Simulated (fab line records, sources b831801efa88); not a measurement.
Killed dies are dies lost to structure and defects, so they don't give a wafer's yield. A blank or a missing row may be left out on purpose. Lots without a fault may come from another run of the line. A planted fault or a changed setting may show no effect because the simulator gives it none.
Chamber matching | flow sky130 | SKY_PAD_OPEN_ETCH_07 on rie_diel-03: 4 sister chambers
The step etches the open film in CF4/O2, stops on AlCu, target depth 725 nm, time 161.1 s. 8 wafers are shown with their chamber, then 7 later ones without.

WAFERS WITH THEIR CHAMBER
wafer  | chamber | drypump_motor_current_A (A) | throttle_valve_pct (%)
L186.5 | 2       | 6.0                         | 5.962
L198.1 | 0       | 6.1                         | 5.974
L198.5 | 2       | 6.1                         | 5.960
L203.2 | 3       | 5.2                         | 5.965
L203.4 | 1       | 6.4                         | 5.953
L203.6 | 1       | 6.4                         | 5.943
L204.1 | 0       | 6.1                         | 5.960
L204.4 | 3       | 5.2                         | 5.969

WAFERS WITHOUT THEIR CHAMBER
wafer  | drypump_motor_current_A (A) | throttle_valve_pct (%)
L204.5 | 6.4                         | 5.988
L206.2 | 5.2                         | 5.966
L206.3 | 6.0                         | 5.975
L206.5 | 6.1                         | 5.963
L208.1 | 6.1                         | 5.980
L208.4 | 6.4                         | 5.971
L208.6 | 6.4                         | 5.974

WHICH CHAMBER EACH WENT THROUGH
wafer  | from the rows above     | in truth
L204.5 | 1                       | 1
L206.2 | 3                       | 3
L206.3 | can't be placed: 2 or 0 | 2
L206.5 | can't be placed: 0 or 2 | 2
L208.1 | can't be placed: 0 or 2 | 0
L208.4 | 1                       | 1
L208.6 | 1                       | 1
Placed correctly: 4 of 7. Can't be placed from these rows: 3 (the true chamber is among the candidates in 3). Placed wrongly: 0.
How it was worked out, from the rows above alone: a wafer's distance from a chamber is the root of the sum, over the readings, of the square of ((its reading less the chamber's mean) divided by the reading's scatter). The wafer belongs to the nearest chamber; if the next one is less than 2 further off, it can't be placed. A chamber's mean is the mean of its shown wafers. The scatter: the root of (the sum of the squares of (reading less its chamber's mean) over the shown wafers, divided by (wafers less chambers)).
